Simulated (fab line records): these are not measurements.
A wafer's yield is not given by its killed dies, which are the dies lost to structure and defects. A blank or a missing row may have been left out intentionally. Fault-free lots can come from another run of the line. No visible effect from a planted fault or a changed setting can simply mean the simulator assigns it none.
Which tool was responsible? ; flow gf180mcu ; Sampling: 12 lots, 36 wafers, 7 of 602 route steps

== WHAT THE GAUGES SHOWED, per wafer ==
GF_NSD_TW_MEAS_12.
lot;measured;on;NSD_TW
L288;day 13 10:37;film metro-03;4173 4193 4206
L290;day 14 07:35;film metro-03;4237 4233 4259
L292;day 15 02:46;film metro-04;4263 4261 4258
L294;day 16 00:53;film metro-01;4220 4225 4215
L296;day 16 18:42;film metro-01;4264 4292 4289
L297;day 16 22:25;film metro-04;4251 4238 4231
L298;day 17 07:53;film metro-01;4228 4223 4238
L299;day 17 10:46;film metro-04;4283 4279 4285
L300;day 17 16:28;film metro-04;4242 4242 4259
L303;day 19 02:06;film metro-01;4289 4303 4287
L309;day 20 17:01;film metro-04;4207 4220 4248
L310;day 21 07:14;film metro-03;4273 4272 4270

GF_PSD_RS_MEAS_14: a four-point-probe measurement.
lot;measured;on;NSD_RS (ohm/sq)
L288;day 14 07:56;film metro-01;46.24 46.22 46.26
L290;day 15 05:04;film metro-01;46.20 46.27 46.23
L292;day 16 01:16;film metro-01;46.22 46.21 46.04
L294;day 16 23:43;film metro-03;46.22 46.23 46.21
L296;day 17 17:34;film metro-03;44.12 44.07 44.06
L297;day 17 22:59;film metro-03;46.07 45.98 46.05
L298;day 18 08:25;film metro-04;46.05 46.17 46.16
L299;day 18 10:46;film metro-01;44.18 44.24 44.17
L300;day 18 16:45;film metro-03;46.06 46.05 46.08
L303;day 20 03:02;film metro-03;44.01 43.99 43.98
L309;day 21 17:33;film metro-04;45.84 46.01 46.04
L310;day 22 08:19;film metro-04;46.00 46.04 46.03

GF_SALICIDE_THK_MEAS_05: measures by xrf.
lot;measured;on;SALICIDE_TIN_THK (nm)
L288;day 15 06:29;film metro-04;19.4 19.2 19.1
L290;day 16 04:23;film metro-04;19.7 19.7 19.8
L292;day 17 01:02;film metro-01;19.6 19.7 19.6
L294;day 18 00:24;film metro-04;19.8 19.0 19.5
L296;day 18 18:26;film metro-02;20.1 19.9 19.7
L297;day 18 23:50;film metro-01;18.9 19.5 18.8
L298;day 19 10:38;film metro-02;19.6 19.9 19.8
L299;day 19 11:57;film metro-04;19.6 19.4 19.5
L300;day 19 18:21;film metro-04;19.3 19.6 19.3
L303;day 21 04:36;film metro-04;19.6 19.5 19.9
L309;day 22 18:02;film metro-02;19.7 19.7 19.5
L310;day 23 08:09;film metro-02;19.6 19.8 19.8

GF_CONTACT_THK_MEAS_01.
lot;measured;on;CONTACT_CVD_00_THK (nm)
L288;day 15 06:53;film metro-03;295.0 292.7 297.7
L290;day 16 04:47;film metro-01;300.6 299.3 303.9
L292;day 17 01:33;film metro-03;299.8 299.3 299.0
L294;day 18 00:55;film metro-02;297.0 296.9 294.1
L296;day 18 18:50;film metro-01;299.3 300.6 301.9
L297;day 19 00:14;film metro-03;301.4 304.1 298.1
L298;day 19 11:02;film metro-02;299.6 300.8 301.9
L299;day 19 12:21;film metro-01;297.9 301.3 298.8
L300;day 19 18:45;film metro-01;299.2 299.5 300.8
L303;day 21 05:00;film metro-01;297.3 299.7 297.6
L309;day 22 18:26;film metro-02;299.9 299.4 294.6
L310;day 23 08:33;film metro-02;301.7 298.2 298.9

GF_CONTACT_CD_MEAS_14: the cd target is 220 nm.
lot;measured;on;cd nm (nm)
L288;day 16 05:11;cd sem-01;218.8 217.2 218.9
L290;day 17 03:43;cd sem-01;219.4 219.0 217.8
L292;day 18 01:19;cd sem-02;221.3 222.1 222.2
L294;day 19 01:58;cd sem-02;219.2 219.0 218.5
L296;day 19 20:10;cd sem-02;217.9 218.1 219.8
L297;day 20 00:49;cd sem-01;222.1 222.2 220.5
L298;day 20 11:50;cd sem-01;219.2 219.1 220.5
L299;day 20 13:19;cd sem-02;222.4 221.5 224.0
L300;day 20 19:40;cd sem-01;218.7 220.9 218.4
L303;day 22 05:53;cd sem-01;220.8 219.4 219.4
L309;day 23 17:28;cd sem-02;218.4 219.4 220.1
L310;day 24 08:10;cd sem-02;220.2 221.2 219.1

== WHAT TOOL EACH LOT RAN ON (gives the tool, then ch and the chambers of the sampled wafers, and finally the start) ==
lot;GF_NSD_IMPLANT_09;GF_NSD_STRIP_11
L288;implanter-01 ch 0, day 13 10:14;plasma asher-03 ch 0,1, day 13 10:31
L290;implanter-03 ch 0, day 14 07:11;plasma asher-04 ch 0,1, day 14 07:29
L292;implanter-02 ch 0, day 15 02:22;plasma asher-04 ch 0,1, day 15 02:40
L294;implanter-02 ch 0, day 16 00:29;plasma asher-02 ch 0,1, day 16 00:47
L296;implanter-01 ch 0, day 16 17:53;plasma asher-03 ch 0,1, day 16 18:29
L297;implanter-01 ch 0, day 16 22:01;plasma asher-02 ch 1, day 16 22:19
L298;implanter-02 ch 0, day 17 07:30;plasma asher-04 ch 0,1, day 17 07:46
L299;implanter-02 ch 0, day 17 10:05;plasma asher-04 ch 0,1, day 17 10:41
L300;implanter-03 ch 0, day 17 16:04;plasma asher-04 ch 0,1, day 17 16:22
L303;implanter-03 ch 0, day 19 01:12;plasma asher-03 ch 0,1, day 19 01:59
L309;implanter-01 ch 0, day 20 16:37;plasma asher-02 ch 0,1, day 20 16:55
L310;implanter-02 ch 0, day 21 06:50;plasma asher-03 ch 0,1, day 21 07:08
- GF_NSD_IMPLANT_09
- GF_NSD_STRIP_11: strips in O2/N2.

== AS READ BY THE TOOLS THEMSELVES (means over the sampled wafers that have a number; for cases with no such wafer, the mark the record gives instead) ==
GF_NSD_STRIP_11.
lot;tool;chamber pressure mTorr (mTorr);drypump motor current A (A);heater power w (W);oes product au (a.u.);strip time to endpoint s (s)
L288;plasma asher-03;1500.0;6.0;348;0.489;22.91
L290;plasma asher-04;1499.7;5.9;348;0.486;22.95
L292;plasma asher-04;1500.6;6.1;342;0.483;22.96
L294;plasma asher-02;1499.6;6.0;300;0.487;22.92
L296;plasma asher-03;1501.0;6.0;345;0.474;24.12
L297;plasma asher-02;1499.9;6.5;281;0.490;22.95
L298;plasma asher-04;1502.0;5.9;352;0.486;22.93
L299;plasma asher-04;1499.1;5.9;340;0.476;24.04
L300;plasma asher-04;1501.4;5.9;344;0.484;22.96
L303;plasma asher-03;1500.4;6.0;345;0.476;24.08
L309;plasma asher-02;1498.5;6.3;293;0.486;22.90
L310;plasma asher-03;1499.0;6.0;346;0.489;22.92

== THE ANSWER, worked out from the rows above alone ==
Rule: usual is defined by the lots themselves. The widest of any qualifying gaps counts: lots, ordered by their means at a reading, are off when they make up no more than a third of the lots, leave a main group of 4 or more, and stand apart from it by 3 or more times the standard deviation of that group's means. Not used: any main group whose means are identical at the precision the tables above print for the reading. Also off: a lot with no number at a reading for which 4 or more lots have one. The other lots that the step has rows for count as sound. First the gauges in route order, then the tools' own readings, where a lot's mean is used as printed above. The first step at which some lot is off is used, and at that step the reading that is off furthest; a lot without a number counts as furthest.
Off: at GF_PSD_RS_MEAS_14 (NSD_RS), L296, L299, L303. Mean 46.12 ohm/sq and standard deviation 0.096 in the main group.
If a tool, at a process step before that reading, ran all the lots that are off and no sound lot after the first of them, it fits. Not tried: the gauges at GF_PSD_RS_MEAS_14; whatever is off there is also off at GF_NSD_STRIP_11, on other tools, and gauge error can't account for it. No candidate that was tried fits.

== WHAT THE SIMULATOR HAD PUT IN ==
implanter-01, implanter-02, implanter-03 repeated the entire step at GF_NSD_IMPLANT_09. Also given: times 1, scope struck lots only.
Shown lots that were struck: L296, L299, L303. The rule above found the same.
